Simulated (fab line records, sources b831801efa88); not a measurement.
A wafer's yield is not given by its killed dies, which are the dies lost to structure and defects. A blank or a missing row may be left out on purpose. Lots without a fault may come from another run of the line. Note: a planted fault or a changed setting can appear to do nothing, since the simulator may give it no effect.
fab line records | flow sky130
[record] lots = 4 wafers = 12 last_day = 50
route steps=708 shown GATE_OXIDE@192 POLY_GATE@204 RES_PROTECT@207 PAD_OPEN@708
lots that met no fault: from a run of the same line without faults
start_h: hours from the record's first day to the start of the lot's first wafer shown | wait_h: time in hours since the lot's previous step | " identical to the entry in the row above | L1.1+2: a row that stands for several wafers | - no value, or no start was given | * or withheld: withheld | < > ~ a bound
route shown NAME@n: names a module that has steps shown in the file, with the first one's number in the route | usual: the fault-free wafers' mean and standard deviation | same: alike in all rows | chamber/n: place in a boat | sites: readings site by site | _std_site: the standard deviation of these | _edge_site: outer sites' mean less inner sites' | radius_mm: for every site, how far away it sits from the centre of the wafer | mask NAME#n: copy n | behind: tool/chamber where the wafer was last shaped | hold: reason for holding the lot/hours on hold/outcome of the hold | device: whichever transistor did not switch (one of n, p or np) | end of line: tests run on the same wafers once the route is complete | step lacking rows: just its recipe | killed: at the first sort, the dies lost to defects and structure; wafer yield is something else | map: the dies of a wafer, with x for killed, . for not killed, _ for no die there
set.NAME: the setting that was run; set.NAME@STEP: the one run at that earlier step | model.NAME: the simulator's own value behind a step, which no gauge read
lots at some steps of the route; a table a step, a row a wafer
services: a tool's chamber out of use, with start hour (start_h, from the record's first day; less than 0 if before it), hours out, and reason
[[steps]]
[step SKY_GATE_OXIDE_COAT_05]
[recipe] resist = NOVOLAK spin_rpm = 3000 resist_thk_nm = 1140
[step SKY_GATE_OXIDE_SOFTBAKE_06]
[recipe] temp_c = 90 time_s = 60 resist = NOVOLAK
[step SKY_GATE_OXIDE_EXPOSE_07]
[recipe] mask_id = LVOM na = 0.6 source_shape = conventional sigma_outer = 0.6 polarization = unpolarized target_cd_nm = 600 dose_mj = 170
[step SKY_GATE_OXIDE_PEB_08]
[recipe] temp_c = withheld time_s = * resist = NOVOLAK
[step SKY_GATE_OXIDE_DEVELOP_09]
[recipe] resist = NOVOLAK developer = TMAH develop_time_s = 60 dev_temp_c = 23
[step SKY_GATE_OXIDE_IMPLANT_11]
[recipe] species = B energy_kev = 10 dose_cm2 = 2.551e+12 tilt_deg = withheld
[step SKY_GATE_OXIDE_WET_ETCH_12]
[recipe] chemistry = dHF target_depth_nm = 16.8 dry = n2_spin target = SiO2 dilution = 100:1 temp_c = 25 time_s = 336
[step SKY_GATE_OXIDE_STRIP_13]
[recipe] chemistry = O2/N2 power_w = 1400 pressure_mtorr = 1500 platen_temp_c = withheld o2_flow_sccm = 3000 n2_flow_sccm = 300 overash_fraction = 0.5
[step SKY_GATE_OXIDE_CLEAN_15]
[recipe] chemistry = SC1/SC2 mix = 1:4:20 temp_c = 70 time_s = 150 dry = n2_spin
[step SKY_GATE_OXIDE_OXIDATION_16]
[recipe] temp_c = 800 ambient = O2 idle_temp_c = 700 ramp_up_c_per_min = 10 ramp_down_c_per_min = 3 stabilise_s = 600 purge_s = 300 target_thk_a = 35.7 ox_time_s = 1915
[step SKY_POLY_GATE_CVD_00]
[recipe] material = poly-Si target_thk_nm = 180 temp_c = 620 time_s = 720 pressure_mtorr = 200
[usual] spike_tc_centre_C = 621.4/1.1 spike_tc_lower_C = 620.1/1.2 spike_tc_upper_C = 618.9/1.3 zone_power_centre_pct = 8.6/1.4 zone_power_lower_pct = 9.1/0.38 zone_power_upper_pct = 8.4/0.46
// columns lot.wafer tool chamber start_h wait_h spike_tc_centre_C spike_tc_lower_C spike_tc_upper_C zone_power_centre_pct zone_power_lower_pct zone_power_upper_pct model.poly-Si_of_POLY_GATE_CVD_00.thk_nm
L709.1 lpcvd-01 1 323.30 0.0 621.5 620.3 616.8 7.4 9.2 8.8 180.4
L709.2 " 1 " " 623.2 619.4 619.1 7.4 9.4 8.8 180.3
L709.3 " 1 " " 621.7 620.1 618.4 7.6 9.2 8.7 180.1
L715.3 lpcvd-01 0 369.34 0.0 597.2 625.4 622.6 5.6 10.6 9.8 162.7
L715.5 " 0 " " 598.0 625.4 622.4 5.9 10.4 9.7 171.7
L715.6 " 0 " " 595.8 622.7 622.8 5.7 10.5 9.8 174.5
L716.2 lpcvd-01 0 380.61 0.0 597.3 625.3 625.0 5.7 10.6 9.8 141.6
L716.4 " 0 " " 595.4 624.0 623.6 5.8 10.5 9.6 142.6
L716.5 " 0 " " 598.0 624.9 622.2 5.7 10.6 9.7 143.6
L731.2 lpcvd-01 1 510.23 0.0 624.0 621.6 618.2 7.5 9.2 8.7 178.2
L731.3 " 1 " " 621.0 619.1 619.9 7.2 9.4 8.9 178.3
L731.4 " 1 " " 619.2 618.2 619.5 7.6 9.5 8.8 180.3
[step SKY_POLY_GATE_THK_MEAS_01]
[recipe] reads = poly-Si_of_POLY_GATE_CVD_00
[usual] POLY_GATE_CVD_00_THK = 179.7/1.5
// columns lot.wafer tool chamber start_h wait_h hold POLY_GATE_CVD_00_THK[nm]
L709.1 film_metro-03 - 324.50 0.0 - 180.4
L709.2 " - " " - 180.4
L709.3 " - " " - 179.9
L715.3 film_metro-03 - 370.56 0.0 await_dispo/0.2h/release 162.5
L715.5 " - " " await_dispo/0.2h/release 171.7
L715.6 " - " " await_dispo/0.2h/release 174.8
L715.3 film_metro-03 - 370.78 0.2 - 162.6
L715.5 " - " " - 171.7
L715.6 " - " " - 174.7
L716.2 film_metro-02 - 381.82 0.0 await_dispo/0.2h/release 141.6
L716.4 " - " " await_dispo/0.2h/release 142.5
L716.5 " - " " await_dispo/0.2h/release 143.6
L716.2 film_metro-02 - 382.05 0.2 - 141.7
L716.4 " - " " - 142.6
L716.5 " - " " - 143.6
L731.2 film_metro-01 - 511.44 0.0 - 178.3
L731.3 " - " " - 178.3
L731.4 " - " " - 180.3
[step SKY_RES_PROTECT_HMDS_01]
[recipe] prime_time_s = 60 prime_temp_c = 120
[step SKY_RES_PROTECT_COAT_02]
[recipe] resist = NOVOLAK spin_rpm = 3000 resist_thk_nm = 1140
[step SKY_RES_PROTECT_SOFTBAKE_03]
[recipe] temp_c = 90 time_s = 60 resist = NOVOLAK
[step SKY_RES_PROTECT_EXPOSE_04]
[recipe] mask_id = RPM na = 0.6 source_shape = conventional sigma_outer = 0.6 polarization = unpolarized target_cd_nm = 1270 dose_mj = 131
[step SKY_RES_PROTECT_PEB_05]
[recipe] temp_c = withheld time_s = * resist = NOVOLAK
[step SKY_RES_PROTECT_DEVELOP_06]
[recipe] resist = NOVOLAK developer = TMAH develop_time_s = 60 dev_temp_c = 23
[step SKY_POLY_GATE_IMPLANT_02]
[recipe] species = P energy_kev = 30 dose_cm2 = 7.7e+15 tilt_deg = 0
[step SKY_RES_PROTECT_STRIP_07]
[recipe] chemistry = O2/N2 power_w = 1400 pressure_mtorr = 1500 platen_temp_c = withheld o2_flow_sccm = 3000 n2_flow_sccm = 300 overash_fraction = 0.5
[step SKY_RES_PROTECT_CLEAN_09]
[recipe] chemistry = SC1/SC2 mix = 1:4:20 temp_c = 70 time_s = 150 dry = n2_spin
[usual] temp_c = 69.96/0.12
// columns lot.wafer tool chamber start_h wait_h temp_c model.poly-Si_of_POLY_GATE_CVD_00.thk_nm
L709.1 wet_bench-03 1 350.22 0.1 69.78 179.7
L709.2 " 1 " " 69.68 179.7
L709.3 " 1 " " 69.75 179.4
L715.3 wet_bench-02 2 400.24 0.0 70.13 162
L715.5 " 2 " " 70.09 171.1
L715.6 " 2 " " 70.09 173.9
L716.2 wet_bench-02 2 411.69 0.0 70.02 141
L716.4 " 2 " " 69.97 141.9
L716.5 " 2 " " 69.80 143
L731.2 wet_bench-02 0 542.06 0.0 70.09 177.6
L731.3 " 0 " " 70.09 177.6
L731.4 " 0 " " 69.97 179.7
[step SKY_POLY_GATE_CVD_03]
[recipe] material = Si3N4 precursor = DCS/NH3 target_thk_nm = 75 temp_c = 770 time_s = 1290 pressure_mtorr = 250
[step SKY_POLY_GATE_DEHYDRATE_05]
[recipe] temp_c = 200 time_s = 60
[step SKY_POLY_GATE_HMDS_06]
[recipe] prime_time_s = 60 prime_temp_c = 120
[step SKY_POLY_GATE_COAT_07]
[recipe] resist = BARC temp_c = withheld time_s = withheld spin_rpm = 3000 resist_thk_nm = 110
[step SKY_POLY_GATE_COAT_08]
[recipe] resist = KrF-thick spin_rpm = 3000 resist_thk_nm = 450
[step SKY_POLY_GATE_SOFTBAKE_09]
[recipe] temp_c = 100 time_s = 90 resist = KrF-thick
[step SKY_POLY_GATE_EXPOSE_10]
[recipe] mask_id = P1M na = 0.68 source_shape = conventional sigma_outer = 0.6 target_cd_nm = 150 dose_mj = 28.45
[step SKY_POLY_GATE_PEB_11]
[recipe] peb_temp_c = withheld peb_time_s = withheld resist = KrF-thick
[step SKY_POLY_GATE_DEVELOP_12]
[recipe] develop_time_s = 60 resist = KrF-thick dev_temp_c = 21
[step SKY_POLY_GATE_ETCH_15]
[recipe] chemistry = N2/H2 target = BARC ion_energy_ev = 200 source_w = 500 bias_w = 100 pressure_mtorr = 30 n2_flow_sccm = 100 h2_flow_sccm = 200 stop_on = SiO2 time_s = 118.5 target_depth_a = 1100
[step SKY_POLY_GATE_ETCH_16]
[recipe] stop_on = poly-Si chemistry = CH3F/O2 target = Si3N4 source_w = 400 bias_w = 80 pressure_mtorr = 25 ch3f_flow_sccm = 40 O2_flow_sccm = 30 time_s = 147.5 target_depth_a = 750
[step SKY_POLY_GATE_ETCH_17]
[recipe] target_depth_nm = 180 stop_on = SiO2 over_etch_frac = 0.56667 chemistry = HBr/Cl2 target = poly-Si icp_w = 400 bias_w = 100 pressure_mtorr = 10 HBr_flow_sccm = 150 Cl2_flow_sccm = 50 time_s = 70.5
[usual] chamber_pressure_mTorr = 10.000/0.0099 drypump_motor_current_A = 5.8/0.44 he_backside_leak_sccm = 2.66/0.26 oes_product_au = 0.980/0.0076 throttle_valve_pct = 33.683/0.01
// columns lot.wafer tool chamber start_h wait_h chamber_pressure_mTorr drypump_motor_current_A he_backside_leak_sccm oes_product_au rf_hours_counter_h throttle_valve_pct model.POLY_GATE.feature_depth_nm model.etch.depth_nm
L709.1 rie_si-02 2 383.46 0.0 10.001 5.5 2.78 0.984 49 33.670 179.2 179.2
L709.2 " 1 " " 10.011 5.7 2.36 0.975 16 33.688 175.8 175.8
L709.3 " 3 " " 9.979 6.1 2.73 0.979 2 33.685 179.1 179.1
L715.3 rie_si-02 1 432.35 0.0 10.014 5.7 2.32 0.928 17 33.678 162 162
L715.5 " 1 " " 9.993 5.7 2.12 0.961 - 33.676 171.1 171.1
L715.6 " 2 " " 9.997 5.6 2.76 0.966 - 33.681 173.9 173.9
L716.2 rie_si-02 2 445.59 0.0 9.980 5.5 2.75 0.842 50 33.675 141 141
L716.4 " 1 " " 9.984 5.7 2.51 0.847 17 33.673 141.9 141.9
L716.5 " 0 " " 10.007 6.4 2.75 0.847 - 33.688 143 143
L731.2 rie_si-01 3 574.96 0.0 9.987 5.8 2.58 0.976 4 33.692 177.6 177.6
L731.3 " 1 " " 10.002 6.0 2.61 0.967 30 33.678 172.4 172.4
L731.4 " 0 " " 10.002 5.9 2.34 0.996 3 33.673 179.7 179.7
[step SKY_POLY_GATE_STRIP_18]
[recipe] chemistry = O2/N2 power_w = 1400 pressure_mtorr = 1500 platen_temp_c = withheld o2_flow_sccm = 3000 n2_flow_sccm = 300 overash_fraction = 0.5
[step SKY_PAD_OPEN_PROBE_99]
[usual] killed_at_M0_to_M3 = 44/7.9 killed_at_M4_up = 3.1/2 killed_at_contacts = 23/4.9 killed_at_front_end = 15/3.9 killed_at_other = 0.2/0.49 killed_dies = 86/10 killed_open = 47/7.1 killed_short = 39/7.1
[same] gross_dies = 492 killed_at_back_side = 0
// columns lot.wafer tool chamber start_h wait_h killed_at_M0_to_M3 killed_at_M4_up killed_at_contacts killed_at_front_end killed_at_other killed_dies killed_open killed_short model.etest.res_high_po.line_ohm_um model.etest.res_poly.line_ohm_um model.etest.res_high_po.rs_ohm_sq model.etest.res_poly.rs_ohm_sq model.etest.cap_li_to_poly.c_af_um2
L709.1 prober-01 - 1082.48 0.1 46 2 28 18 2 96 53 41 751.7 513.9 261.4 48.16 101.7
L709.2 prober-01 - 1082.53 0.1 54 7 18 20 0 99 51 48 765.1 518.7 266.6 48.68 100.3
L709.3 prober-01 - 1082.58 0.2 50 3 24 19 0 96 57 38 735.1 478.8 261.1 47.75 102.6
L715.3 prober-01 - 1117.37 0.2 35 5 29 19 0 88 40 48 813.3 579.1 280.9 52.69 94.44
L715.5 prober-01 - 1117.47 0.2 56 1 24 10 0 91 54 37 780.8 536.5 273.9 50.29 97.57
L715.6 prober-01 - 1117.52 0.2 46 3 26 10 0 85 42 43 769 511.5 269.9 49.39 99.54
L716.2 prober-01 - 1135.06 0.1 31 5 29 11 0 76 43 33 934.4 642.1 327.4 61.8 87.41
L716.4 prober-01 - 1135.16 0.2 47 1 20 18 0 86 43 43 925.9 671.8 320.5 60.81 89.66
L716.5 prober-01 - 1135.21 0.2 36 1 40 21 0 98 59 39 925.4 624.7 326.4 61.24 89.74
L731.2 prober-01 - 1199.57 0.1 40 0 22 13 0 75 46 28 734.6 508.6 264.7 48.98 97.09
L731.3 prober-01 - 1199.62 0.2 38 3 18 11 0 70 43 27 762.5 539.2 265.9 49.17 97.53
L731.4 prober-01 - 1199.67 0.2 40 1 17 14 0 72 39 33 750.1 511.7 266.7 49.04 96.98
// killed by level:class
L709.1 VIA1:geometric_particle:open=10 VIA2:geometric_particle:open=10 LI_CONTACT:geometric_particle:open=8 CONTACT:geometric_particle:open=8 VIA3:geometric_particle:open=7 CONTACT:geometric_particle:short=6 METAL1:geometric_particle:short=6 FIELD_ISO:geometric_particle:short=5
L709.2 VIA1:geometric_particle:open=15 VIA3:geometric_particle:open=10 FIELD_ISO:geometric_particle:open=9 METAL1:geometric_particle:short=8 CONTACT:geometric_particle:open=7 VIA1:geometric_particle:short=6 LOCAL_INTERCONNECT:geometric_particle:short=5 METAL4:geometric_particle:short=5
L709.3 VIA1:geometric_particle:open=11 VIA3:geometric_particle:open=9 CONTACT:geometric_particle:open=7 VIA2:geometric_particle:open=7 CONTACT:geometric_particle:short=6 VIA1:geometric_particle:short=6 FIELD_ISO:geometric_particle:short=5 POLY_GATE:geometric_particle:open=5
L715.3 CONTACT:geometric_particle:short=12 METAL2:geometric_particle:short=7 VIA1:geometric_particle:open=6 LI_CONTACT:geometric_particle:open=6 CONTACT:geometric_particle:open=6 VIA1:geometric_particle:short=6 FIELD_ISO:geometric_particle:short=5 LOCAL_INTERCONNECT:geometric_particle:short=5
L715.5 CONTACT:geometric_particle:open=13 METAL2:geometric_particle:short=10 VIA1:geometric_particle:open=9 VIA2:geometric_particle:open=8 LI_CONTACT:geometric_particle:open=7 VIA3:geometric_particle:open=6 FIELD_ISO:geometric_particle:short=5 METAL1:geometric_particle:short=5
L715.6 METAL2:geometric_particle:short=10 CONTACT:geometric_particle:open=9 LI_CONTACT:geometric_particle:open=8 METAL1:geometric_particle:short=7 VIA3:geometric_particle:open=7 VIA1:geometric_particle:short=5 VIA1:geometric_particle:open=5 FIELD_ISO:geometric_particle:short=4
L716.2 CONTACT:geometric_particle:open=14 VIA1:geometric_particle:open=7 LOCAL_INTERCONNECT:geometric_particle:short=6 VIA3:geometric_particle:open=6 VIA2:geometric_particle:open=5 FIELD_ISO:geometric_particle:short=5 LI_CONTACT:geometric_particle:open=5 VIA1:geometric_particle:short=5
L716.4 VIA3:geometric_particle:open=9 CONTACT:geometric_particle:open=8 VIA1:geometric_particle:short=7 FIELD_ISO:geometric_particle:open=6 METAL3:geometric_particle:short=6 VIA1:geometric_particle:open=6 FIELD_ISO:geometric_particle:short=5 METAL2:geometric_particle:short=5
L716.5 CONTACT:geometric_particle:open=20 VIA1:geometric_particle:open=11 FIELD_ISO:geometric_particle:short=8 LI_CONTACT:geometric_particle:open=6 LOCAL_INTERCONNECT:geometric_particle:short=6 VIA2:geometric_particle:open=5 VIA3:geometric_particle:open=5 FIELD_ISO:geometric_particle:open=4
L731.2 VIA1:geometric_particle:open=14 CONTACT:geometric_particle:open=7 LOCAL_INTERCONNECT:geometric_particle:short=6 LI_CONTACT:geometric_particle:open=5 VIA3:geometric_particle:open=5 FIELD_ISO:geometric_particle:open=4 VIA2:geometric_particle:open=4 POLY_GATE:geometric_particle:short=3
L731.3 VIA1:geometric_particle:open=9 CONTACT:geometric_particle:open=7 METAL1:geometric_particle:short=6 METAL1:geometric_particle:open=6 VIA1:geometric_particle:short=5 LI_CONTACT:geometric_particle:open=4 VIA2:geometric_particle:open=4 FIELD_ISO:geometric_particle:open=3
L731.4 VIA1:geometric_particle:open=10 LI_CONTACT:geometric_particle:open=7 METAL1:geometric_particle:short=5 VIA3:geometric_particle:open=5 VIA2:geometric_particle:open=5 FIELD_ISO:geometric_particle:open=4 POLY_GATE:geometric_particle:short=4 VIA2:geometric_particle:short=4
[[services]]
// columns tool chamber start_h hours kind
rie_si-01 3 305.08 1.9 repair
wet_bench-02 - 364.85 3.7 repair
rie_si-02 0 377.24 15.6 repair
rie_si-01 - 390.02 2.8 pm
lpcvd-01 - 395.68 2.5 repair
rie_si-02 - 407.87 2.8 pm
rie_si-01 0 413.77 2.5 repair
lpcvd-01 - 417.62 1.8 repair
rie_si-02 - 423.06 1.2 repair
wet_bench-02 - 436.80 4.4 repair
rie_si-01 - 472.92 2.0 repair
rie_si-02 2 484.11 5.1 repair
rie_si-02 2 521.74 - clean
rie_si-02 2 521.74 18.0 scheduled_down
rie_si-02 2 521.74 18.0 vent_cycle
rie_si-02 3 530.17 5.5 repair
rie_si-02 0 539.70 - clean
rie_si-02 0 539.70 28.8 scheduled_down
rie_si-02 0 539.70 28.8 vent_cycle
lpcvd-01 - 550.82 0.9 repair
[[key]]
[first_sign] step = SKY_POLY_GATE_CVD_00 reading = spike_tc_centre_C direction = down sigmas = 23 usual = 621.4 struck = 596.9
[effect] step = SKY_POLY_GATE_CVD_00 reading = zone_power_lower_pct direction = up sigmas = 3.9 usual = 9.1 struck = 10.5
[effect] step = SKY_POLY_GATE_THK_MEAS_01 reading = visit direction = added
[effect] step = SKY_POLY_GATE_THK_MEAS_01 reading = POLY_GATE_CVD_00_THK direction = down sigmas = 16 usual = 179.7 struck = 156.1
[effect] step = SKY_POLY_GATE_ETCH_17 reading = oes_product_au direction = down sigmas = 11 usual = 0.980 struck = 0.899 wafers_moved = 5
[model_effect] step = SKY_POLY_GATE_CVD_00 value = poly-Si_of_POLY_GATE_CVD_00.thk_nm without = 180.3 struck = 156.1
[model_effect] step = SKY_RES_PROTECT_CLEAN_09 value = poly-Si_of_POLY_GATE_CVD_00.thk_nm without = 179.7 struck = 155.5
[model_effect] step = SKY_POLY_GATE_ETCH_17 value = POLY_GATE.feature_depth_nm without = 176.8 struck = 155.5
[model_effect] step = SKY_PAD_OPEN_PROBE_99 value = etest.res_high_po.line_ohm_um without = 748.1 struck = 858.1
met_at SKY_POLY_GATE_CVD_00
struck_wafers L715.3,L715.5,L715.6,L716.2,L716.4,L716.5
tester_left_out L715,L716
[fault] kind = process_parameter_drift tool = lpcvd-01 chamber = 0 onset_h = 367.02 steps = SKY_POLY_GATE_CVD_00 channel = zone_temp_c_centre offset = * shape = step end_h = 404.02
// tester_left_out: of these lots the tester's yield and bins aren't shown, on N5 and GAA mostly nor the transistor test; their killed dies are dies lost to structure and defects alone, not to doping, threshold or leakage, so they don't give the yield
